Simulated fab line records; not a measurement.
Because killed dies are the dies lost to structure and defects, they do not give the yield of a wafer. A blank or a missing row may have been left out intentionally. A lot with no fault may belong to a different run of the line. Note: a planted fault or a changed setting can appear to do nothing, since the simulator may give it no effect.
Chamber matching + flow gf180mcu + GF_V5_CMP_04 on cmp-01 has 4 sister chambers
The step polishes SiO2. 18 wafers are shown with their chamber, then 9 later ones without.

WAFERS WITH THEIR CHAMBER
| wafer  | chamber | motorCurrentA (A) |
|--------|---------|-------------------|
| L516.1 | 1       | 11.5              |
| L516.2 | 3       | 11.0              |
| L516.5 | 2       | 12.3              |
| L517.1 | 3       | 11.7              |
| L517.3 | 2       | 12.3              |
| L517.4 | 0       | 10.9              |
| L518.1 | 2       | 12.1              |
| L518.2 | 1       | 11.6              |
| L518.5 | 2       | 12.8              |
| L519.2 | 2       | 12.6              |
| L519.3 | 3       | 11.3              |
| L519.5 | 3       | 11.2              |
| L520.1 | 1       | 11.6              |
| L520.5 | 0       | 11.6              |
| L520.6 | 3       | 10.8              |
| L522.1 | 0       | 11.3              |
| L522.3 | 3       | 10.6              |
| L522.6 | 0       | 11.3              |

SIGNATURES (means of the wafers above)
| reading       | chamber 0 | chamber 1 | chamber 2 | chamber 3 | scatter within a chamber |
|---------------|-----------|-----------|-----------|-----------|--------------------------|
| motorCurrentA | 11.275    | 11.567    | 12.420    | 11.100    | 0.307                    |
Rule: a wafer's distance from a chamber is the root of the sum, over the readings, of the square of ((its reading less the chamber's mean) divided by the reading's scatter). If the next closest chamber is less than 2 further off than the closest, the wafer can't be placed; otherwise it belongs to the closest. The scatter is the square root of a quotient: the sum, over the shown wafers, of each reading's squared deviation from its chamber's mean, divided by wafers minus chambers.

WAFERS WHOSE CHAMBER IS MISSING
| wafer  | motorCurrentA (A) |
|--------|-------------------|
| L523.3 | 11.1              |
| L523.5 | 11.0              |
| L523.6 | 10.6              |
| L535.3 | 11.1              |
| L535.4 | 11.2              |
| L535.5 | 11.3              |
| L539.1 | 10.7              |
| L539.2 | 12.5              |
| L539.6 | 12.0              |

EACH ONE'S CHAMBER
| wafer  | from the rows above               | in truth |
|--------|-----------------------------------|----------|
| L523.3 | can't be placed: 3 or 0 or 1      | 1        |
| L523.5 | can't be placed: 3 or 0 or 1      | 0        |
| L523.6 | can't be placed: 3 or 0 or 1      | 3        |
| L535.3 | can't be placed: 3 or 0 or 1      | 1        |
| L535.4 | can't be placed: 0 or 3 or 1      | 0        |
| L535.5 | can't be placed: 0 or 3 or 1      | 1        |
| L539.1 | can't be placed: 3 or 0 or 1      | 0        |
| L539.2 | 2                                 | 2        |
| L539.6 | can't be placed: 2 or 1 or 0 or 3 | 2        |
Placed correctly: 1 of 9. Not placeable from these rows: 8 (in 8, the candidates include the true chamber). Wrongly placed: 0.
